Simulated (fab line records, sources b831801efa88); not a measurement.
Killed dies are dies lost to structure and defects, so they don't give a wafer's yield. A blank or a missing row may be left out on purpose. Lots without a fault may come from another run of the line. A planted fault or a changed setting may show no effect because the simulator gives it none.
Which tool did it? | flow sky130 | 12 lots, 36 wafers sampled, at 4 steps of a route of 708

WHAT THE GAUGES READ, wafer by wafer
SKY_VIA4_OVL_MEAS_11. Usual: VIA4_OVL 0.8 nm, standard deviation 1.4.
lot  | measured     | on         | VIA4_OVL (nm) | flag
L707 | day 42 12:51 | overlay-02 | 1.0 -2.3 -0.3 |
L708 | day 42 19:44 | overlay-01 | 1.3 0.7 1.5   |
L709 | day 42 23:14 | overlay-02 | 1.5 2.7 1.5   |
L710 | day 43 10:56 | overlay-02 | -1.1 -0.2 2.0 |
L711 | day 43 13:29 | overlay-01 | -0.1 1.1 0.8  |
L713 | day 44 03:58 | overlay-01 | 0.6 2.0 2.3   |
L721 | day 46 08:38 | overlay-01 | 1.8 2.9 1.4   |
L723 | day 46 20:40 | overlay-01 | 3.5 4.1 2.6   |
L727 | day 48 18:09 | overlay-02 | 0.5 1.3 2.2   |
L730 | day 48 19:56 | overlay-02 | 0.1 -2.0 -0.1 |
L728 | day 48 22:11 | overlay-01 | 0.5 -1.4 1.6  |
L729 | day 49 02:59 | overlay-02 | 1.0 1.9 1.5   |

SKY_PASSIVATION_THK_MEAS_03. Usual: PASSIVATION_CVD_02_THK 538 nm, standard deviation 7.4.
lot  | measured     | on            | PASSIVATION_CVD_02_THK (nm) | flag
L707 | day 43 14:23 | film_metro-03 | 535 542 537                 |
L708 | day 43 21:10 | film_metro-03 | 532 546 543                 |
L709 | day 44 00:04 | film_metro-04 | 527 532 529                 |
L710 | day 44 11:22 | film_metro-02 | 534 537 545                 |
L711 | day 44 14:26 | film_metro-04 | 534 547 537                 |
L713 | day 45 04:10 | film_metro-02 | 538 535 540                 |
L721 | day 47 07:32 | film_metro-03 | 535 540 537                 |
L723 | day 47 19:02 | film_metro-04 | 541 543 546                 |
L727 | day 49 14:10 | film_metro-04 | 538 544 548                 |
L730 | day 49 15:31 | film_metro-04 | 525 533 533                 |
L728 | day 49 17:40 | film_metro-03 | 527 540 536                 |
L729 | day 49 22:38 | film_metro-02 | 548 553 548                 |

WHICH TOOL RAN EACH LOT (tool, then ch and the chambers of the sampled wafers, then the start)
lot  | SKY_METAL2_SPUTTER_01        | SKY_VIA3_CMP_24
L707 | pvd_sputter-04, day 33 17:59 | cmp-01 ch 0,1, day 39 10:16
L708 | pvd_sputter-04, day 34 01:25 | cmp-02 ch 1,2, day 39 16:52
L709 | pvd_sputter-03, day 34 04:31 | cmp-01 ch 1,2,3, day 39 21:58
L710 | pvd_sputter-04, day 34 17:10 | cmp-01 ch 0,1,3, day 40 08:50
L711 | pvd_sputter-03, day 34 23:18 | cmp-02 ch 0,2, day 40 13:21
L713 | pvd_sputter-04, day 35 16:40 | cmp-01 ch 0,1,2, day 41 04:58
L721 | pvd_sputter-04, day 38 04:59 | cmp-02 ch 0,1,2, day 43 13:30
L723 | pvd_sputter-04, day 38 20:44 | cmp-01 ch 0,1,3, day 44 02:59
L727 | pvd_sputter-04, day 41 10:23 | cmp-01 ch 0,1,3, day 46 07:37
L730 | pvd_sputter-02, day 41 10:44 | cmp-02 ch 0,1,2, day 46 08:44
L728 | pvd_sputter-02, day 41 12:15 | cmp-01 ch 0,2, day 46 08:52
L729 | pvd_sputter-04, day 41 17:02 | cmp-01 ch 0,2,3, day 46 15:29
- SKY_METAL2_SPUTTER_01: material TiN, target thk 20 nm, time 16.7 s.
- SKY_VIA3_CMP_24: polishes, stops on SiO2, t overpolish 20 s, target thk 0 nm.

WHAT THE TOOLS THEMSELVES READ (means of the sampled wafers that have a number; where no wafer has one, the mark that the record gives instead)
SKY_METAL2_SPUTTER_01. Usual: throttle_valve_pct 30.2 %, standard deviation 0.67.
lot  | tool           | throttle_valve_pct (%) | flag
L707 | pvd_sputter-04 | 31.0                   |
L708 | pvd_sputter-04 | 30.8                   |
L709 | pvd_sputter-03 | 29.9                   |
L710 | pvd_sputter-04 | 30.3                   |
L711 | pvd_sputter-03 | 30.0                   |
L713 | pvd_sputter-04 | 30.4                   |
L721 | pvd_sputter-04 | 30.4                   |
L723 | pvd_sputter-04 | 30.7                   |
L727 | pvd_sputter-04 | 30.8                   |
L730 | pvd_sputter-02 | 29.7                   |
L728 | pvd_sputter-02 | 30.7                   |
L729 | pvd_sputter-04 | 30.8                   |

SKY_VIA3_CMP_24. Usual: motor_current_A 11.3 A, standard deviation 0.73; overpolish_run_s 19.999 s, standard deviation 0.009; time_to_endpoint_s 95 s, standard deviation 4.3.
lot  | tool   | motor_current_A (A) | overpolish_run_s (s) | time_to_endpoint_s (s) | flag
L707 | cmp-01 | 11.4                | 20.004               | 98                     |
L708 | cmp-02 | 12.0                | 19.984               | 93                     |
L709 | cmp-01 | 11.3                | 19.999               | 96                     |
L710 | cmp-01 | 11.1                | 19.998               | 98                     |
L711 | cmp-02 | 10.6                | 20.001               | 93                     |
L713 | cmp-01 | 11.2                | 19.999               | 94                     |
L721 | cmp-02 | 11.4                | 20.004               | 96                     |
L723 | cmp-01 | 11.4                | 20.000               | 98                     |
L727 | cmp-01 | 11.5                | 20.006               | 99                     |
L730 | cmp-02 | 11.3                | 19.993               | 96                     |
L728 | cmp-01 | 11.1                | 20.005               | 97                     |
L729 | cmp-01 | 11.6                | 19.991               | 99                     |

THE ANSWER, worked out from the rows above alone
Rule: a lot is off if the mean of its wafers that have a number lies more than 3 standard deviations from the usual mean. A lot without any number at a reading at which 4 lots or more have one is off too. The other lots that the step has rows for count as sound. The gauges are gone through in route order, then the tools' own readings, and for those a lot's mean is taken as printed above. The first step at which some lot is off is used, and at that step the reading that is off furthest; a lot without a number counts as furthest.
No lot is off at any reading shown: from this, nothing can be told.

WHAT THE SIMULATOR HAD PUT IN
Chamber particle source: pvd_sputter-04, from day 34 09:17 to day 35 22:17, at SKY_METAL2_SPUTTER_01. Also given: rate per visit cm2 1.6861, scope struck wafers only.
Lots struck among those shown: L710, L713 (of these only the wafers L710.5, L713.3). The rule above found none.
